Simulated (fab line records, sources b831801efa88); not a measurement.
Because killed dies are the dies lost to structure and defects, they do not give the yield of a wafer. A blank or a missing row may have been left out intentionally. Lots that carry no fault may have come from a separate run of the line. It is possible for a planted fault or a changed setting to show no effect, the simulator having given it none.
2 desks, one fault || flow sky130 || each desk has only its own numbers; what lay behind them comes last

== AT THE METROLOGY DESK ==
What the gauges read, lot by lot, whatever tool the lot ran on: means of the sampled wafers that have a number. If a lot's mean is further than 4 standard deviations from the usual mean, the lot is out of limits and carries the mark OUT (the distance appears in the brackets).
Columns: A = NWELL_TW at SKY_NWELL_TW_MEAS_15, usual 1832; B = NWELL_RS at SKY_NWELL_RS_MEAS_29, usual 625.3 ohm/sq
{"lot": "L815", "first seen here": "day 4 19:42", "A": 1816, "B": 627.7}
{"lot": "L816", "first seen here": "day 5 00:22", "A": 1799, "B": 626.2}
{"lot": "L819", "first seen here": "day 5 14:29", "A": 1815, "B": 625.8}
{"lot": "L821", "first seen here": "day 6 04:39", "A": 1858, "B": 623.5}
{"lot": "L822", "first seen here": "day 6 09:49", "A": 1856, "B": 623.9}
{"lot": "L823", "first seen here": "day 6 16:07", "A": 1850, "B": 624.5}
{"lot": "L824", "first seen here": "day 6 23:13", "A": 1807, "B": 627.9}
{"lot": "L825", "first seen here": "day 7 06:40", "A": 1820, "B": 624.9}
{"lot": "L826", "first seen here": "day 7 12:14", "A": 1813, "B": 625.3}
{"lot": "L831", "first seen here": "day 8 16:09", "A": 1853, "B": 624.6}
{"lot": "L834", "first seen here": "day 9 07:47", "A": 1868, "B": 624.8}
{"lot": "L836", "first seen here": "day 9 17:49", "A": "1713 (-5.0) OUT", "B": "698.8 (+46) OUT"}
{"lot": "L837", "first seen here": "day 10 00:11", "A": "1723 (-4.6) OUT", "B": "696.8 (+45) OUT"}
{"lot": "L838", "first seen here": "day 10 03:03", "A": 1874, "B": 622.6}
This desk's finding: out of limits on L836, L837; first on L836, day 9 17:49 (NWELL_TW at SKY_NWELL_TW_MEAS_15). L815, L816, L819, L821, L822, L823, L824, L825, L826, L831, L834, L838: within limits.

== TOOL OWNER'S DESK, implanter-04 ==
The tool's own readings at SKY_NWELL_IMPLANT_11: means of the sampled wafers that have a number, for each lot that ran on this tool. If a lot's mean is further than 4 standard deviations from the usual mean, the lot is out of limits and carries the mark OUT (the distance appears in the brackets).
Columns: A = beam-energy-keV at SKY_NWELL_IMPLANT_11, usual 400.01; B = beam-on-s at SKY_NWELL_IMPLANT_11, usual 10.02 s; C = faraday-current-uA at SKY_NWELL_IMPLANT_11, usual 107.0
{"lot": "L815", "first seen here": "day 4 19:09", "A": 400.02, "B": 9.93, "C": 107.7}
{"lot": "L819", "first seen here": "day 5 13:56", "A": 400.01, "B": 10.01, "C": 107.0}
{"lot": "L821", "first seen here": "day 6 04:07", "A": 400.05, "B": 9.94, "C": 107.5}
{"lot": "L824", "first seen here": "day 6 22:43", "A": 400.02, "B": 10.04, "C": 107.0}
{"lot": "L826", "first seen here": "day 7 11:43", "A": 399.99, "B": 9.81, "C": 109.2}
{"lot": "L831", "first seen here": "day 8 15:37", "A": 399.95, "B": 9.97, "C": 107.7}
{"lot": "L836", "first seen here": "day 9 17:19", "A": 400.01, "B": "8.32 (-7.4) OUT", "C": "129.0 (+9.2) OUT"}
{"lot": "L837", "first seen here": "day 9 23:38", "A": 400.19, "B": "8.25 (-7.7) OUT", "C": "129.7 (+9.4) OUT"}
This desk finds L836, L837 out of limits, L836 being first, at day 9 17:19 (beam-on-s at SKY_NWELL_IMPLANT_11). L815, L819, L821, L824, L826, L831: within limits.

== BROUGHT TOGETHER ==
The tool owner's desk could have raised an alarm at day 9 17:19, on L836, L837.
An alarm was possible from the metrology desk at day 9 17:49, on L836, L837.
Of the lots named, all ran SKY_NWELL_IMPLANT_11 on implanter-04.

== WHAT WAS PUT IN BY THE SIMULATOR ==
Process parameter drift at SKY_NWELL_IMPLANT_11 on implanter-04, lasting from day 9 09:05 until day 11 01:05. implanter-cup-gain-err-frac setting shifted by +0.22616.
Struck lots among those shown: L836, L837.
Hours from the fault's start to each desk's first reading out of limits: the tool owner's desk, 8; the metrology desk, 9.
